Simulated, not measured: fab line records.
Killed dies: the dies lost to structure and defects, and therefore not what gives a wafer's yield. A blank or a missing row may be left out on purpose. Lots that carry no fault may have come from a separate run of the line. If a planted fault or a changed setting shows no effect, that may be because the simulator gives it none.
Chamber matching + flow sky130 + SKY_VIA2_ETCH_15 on rie diel-03 has 4 sister chambers
The step etches SiO2 in C4F8/O2/Ar, stops on TiN, target depth 546 nm, time 84 s. 4 wafers are shown with their chamber, then 8 later ones without.

WAFERS, EACH WITH ITS CHAMBER
| wafer  | chamber | oes product au (a.u.) |
|--------|---------|-----------------------|
| L075.2 | 1       | 0.940                 |
| L088.3 | 0       | 0.943                 |
| L088.4 | 2       | 0.943                 |
| L091.2 | 3       | 0.929                 |

WAFERS WITH NO CHAMBER GIVEN
| wafer  | oes product au (a.u.) |
|--------|-----------------------|
| L091.3 | 0.943                 |
| L091.6 | 0.935                 |
| L092.1 | 0.940                 |
| L092.3 | 0.942                 |
| L092.4 | 0.945                 |
| L097.2 | 0.940                 |
| L097.4 | 0.943                 |
| L097.6 | 0.946                 |

WHICH CHAMBER EACH WENT THROUGH
| wafer  | from the rows above               | in truth |
|--------|-----------------------------------|----------|
| L091.3 | can't be placed: 0 or 2 or 1      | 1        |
| L091.6 | can't be placed: 1 or 3 or 0 or 2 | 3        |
| L092.1 | can't be placed: 1 or 0 or 2      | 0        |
| L092.3 | can't be placed: 0 or 2 or 1      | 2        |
| L092.4 | can't be placed: 0 or 2 or 1      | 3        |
| L097.2 | can't be placed: 1 or 0 or 2      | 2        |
| L097.4 | can't be placed: 0 or 2 or 1      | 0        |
| L097.6 | can't be placed: 0 or 2 or 1      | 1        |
0 of 8 placed correctly. These rows do not allow placing 8 (true chamber among the candidates in 7). Number placed wrongly: 0.
How it was worked out, from the rows above alone: a wafer's distance from a chamber is the root of the sum, over the readings, of the square of ((its reading less the chamber's mean) divided by the reading's scatter). The wafer belongs to the nearest chamber; if the next one is less than 2 further off, it can't be placed. The mean given for a chamber averages the wafers shown for that chamber. The scatter: with one shown wafer a chamber, the root of the mean of the squares of how far each hidden wafer lies from its nearest shown one.
